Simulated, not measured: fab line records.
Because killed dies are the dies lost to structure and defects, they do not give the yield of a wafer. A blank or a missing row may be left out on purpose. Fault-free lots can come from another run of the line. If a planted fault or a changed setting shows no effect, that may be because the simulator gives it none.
Which tool was responsible? -- flow gf180mcu -- 12 lots, 36 wafers sampled, at 5 steps of a route of 602

== WHAT THE GAUGES SHOWED, per wafer ==
GF_HV_LDD_TW_MEAS_50.
lot,measured,on,HV_LDD_4_TW
L566,day 12 01:07,filmMetro-01,564.1 564.4 567.5
L567,day 13 04:20,filmMetro-03,563.6 568.9 568.7
L568,day 13 12:53,filmMetro-01,573.1 568.5 570.5
L570,day 13 20:25,filmMetro-03,569.9 567.0 567.5
L571,day 14 02:58,filmMetro-03,566.0 568.9 569.0
L575,day 15 13:08,filmMetro-01,564.9 568.6 563.4
L574,day 15 13:26,filmMetro-01,566.0 562.2 565.0
L577,day 16 02:46,filmMetro-02,573.4 571.1 567.7
L578,day 16 06:45,filmMetro-03,571.9 570.1 568.6
L579,day 17 01:03,filmMetro-01,564.3 562.7 563.0
L582,day 17 15:16,filmMetro-02,570.1 567.0 567.7
L589,day 19 23:53,filmMetro-02,572.8 569.1 572.5

GF_PSD_RS_MEAS_14: a four-point-probe measurement.
lot,measured,on,NSD_RS (ohm/sq)
L566,day 13 20:24,filmMetro-04,46.17 46.21 46.28
L567,day 15 03:21,filmMetro-03,46.21 46.10 46.14
L568,day 15 11:31,filmMetro-03,46.15 46.14 46.12
L570,day 15 19:15,filmMetro-03,46.08 46.09 46.11
L571,day 16 01:19,filmMetro-04,46.10 46.15 46.19
L575,day 17 14:44,filmMetro-03,46.30 46.13 46.15
L574,day 17 15:05,filmMetro-04,46.07 46.16 46.19
L577,day 18 04:31,filmMetro-03,46.08 46.07 46.16
L578,day 18 08:07,filmMetro-04,46.28 46.18 46.25
L579,day 19 03:59,filmMetro-03,43.68 43.69 43.72
L582,day 19 20:02,filmMetro-01,43.48 43.52 43.51
L589,day 22 04:08,filmMetro-01,46.25 45.97 46.05

GF_PSD_RS_MEAS_15: a four-point-probe measurement.
lot,measured,on,PSD_RS (ohm/sq)
L566,day 13 20:31,filmMetro-04,109.1 108.7 109.2
L567,day 15 03:28,filmMetro-03,108.6 108.6 108.4
L568,day 15 11:38,filmMetro-03,108.3 108.4 108.4
L570,day 15 19:22,filmMetro-03,108.3 108.7 108.4
L571,day 16 01:26,filmMetro-04,108.3 108.6 108.2
L575,day 17 14:52,filmMetro-03,108.7 108.5 108.4
L574,day 17 15:12,filmMetro-04,108.5 109.1 109.1
L577,day 18 04:38,filmMetro-03,108.2 108.3 108.3
L578,day 18 08:14,filmMetro-04,109.0 108.8 109.0
L579,day 19 04:07,filmMetro-03,100.8 100.8 100.9
L582,day 19 20:10,filmMetro-01,100.6 100.6 100.3
L589,day 22 04:15,filmMetro-01,108.2 108.0 108.2

GF_CONTACT_THK_MEAS_26: measures by xrf.
lot,measured,on,CONTACT_W_THK (nm)
L566,day 15 18:05,filmMetro-02,297 295 288
L567,day 17 01:26,filmMetro-02,298 290 288
L568,day 17 09:16,filmMetro-02,297 288 295
L570,day 17 18:20,filmMetro-02,300 298 287
L571,day 18 02:04,filmMetro-02,293 293 290
L575,day 19 16:36,filmMetro-03,293 296 295
L574,day 19 18:49,filmMetro-02,290 290 289
L577,day 20 07:59,filmMetro-01,281 281 281
L578,day 20 12:15,filmMetro-02,286 287 285
L579,day 21 06:49,filmMetro-02,278 287 282
L582,day 21 23:14,filmMetro-03,294 286 293
L589,day 24 04:19,filmMetro-02,291 295 292

== TOOL THAT RAN EACH LOT (tool first, then ch and the chambers of the sampled wafers, then the start) ==
lot,GF_PSD_RTA_13
L566,"rtpAnneal-01 ch 0, day 13 20:18"
L567,"rtpAnneal-02 ch 0, day 15 03:16"
L568,"rtpAnneal-01 ch 0, day 15 11:26"
L570,"rtpAnneal-01 ch 0, day 15 19:10"
L571,"rtpAnneal-02 ch 0, day 16 01:14"
L575,"rtpAnneal-02 ch 0, day 17 14:40"
L574,"rtpAnneal-01 ch 0, day 17 14:58"
L577,"rtpAnneal-02 ch 0, day 18 04:26"
L578,"rtpAnneal-02 ch 0, day 18 08:02"
L579,"rtpAnneal-02 ch 0, day 19 03:55"
L582,"rtpAnneal-02 ch 0, day 19 19:58"
L589,"rtpAnneal-02 ch 0, day 22 04:02"
- GF_PSD_RTA_13: time 20 s.

== AS READ BY THE TOOLS THEMSELVES (means over the sampled wafers that have a number; for cases with no such wafer, the mark the record gives instead) ==
GF_PSD_RTA_13.
lot,tool,lampPowerPct (%),wafer_temp_C_max
L566,rtpAnneal-01,30,1027.8
L567,rtpAnneal-02,42,1029.1
L568,rtpAnneal-01,30,1026.8
L570,rtpAnneal-01,30,1027.8
L571,rtpAnneal-02,42,1029.1
L575,rtpAnneal-02,42,1029.0
L574,rtpAnneal-01,30,1027.0
L577,rtpAnneal-02,42,1028.9
L578,rtpAnneal-02,42,1028.8
L579,rtpAnneal-02,43,1029.3
L582,rtpAnneal-02,43,1029.7
L589,rtpAnneal-02,42,1028.5

== THE ANSWER, worked out from the rows above alone ==
Rule: what is usual is taken from the lots themselves. Put in order of their means at a reading, lots are off if they are a third of the lots or fewer, leave a main group of 4 or more, and stand apart from it by a gap of 3 or more times the standard deviation of the main group's means; of several such gaps the widest counts. A main group is skipped when, at the precision printed for the reading in the tables above, its means are all equal. Also off: a lot with no number at a reading for which 4 or more lots have one. Where the step has rows for the other lots, those lots are counted as sound. After the gauges, taken in route order, come the tools' own readings; for these a lot's mean is taken, as printed above. At the first step where some lot is off, the reading lying furthest off is the one used; lots without a number count as furthest.
Off: at GF_PSD_RS_MEAS_14 (NSD_RS), L579, L582. Main group: mean 46.15 ohm/sq, sd 0.049.
If a tool, at a process step before that reading, ran all the lots that are off and no sound lot after the first of them, it fits. The gauges at GF_PSD_RS_MEAS_14 are tried like those tools. Not one of the candidates tried fits.

== WHAT HAD BEEN PUT IN BY THE SIMULATOR ==
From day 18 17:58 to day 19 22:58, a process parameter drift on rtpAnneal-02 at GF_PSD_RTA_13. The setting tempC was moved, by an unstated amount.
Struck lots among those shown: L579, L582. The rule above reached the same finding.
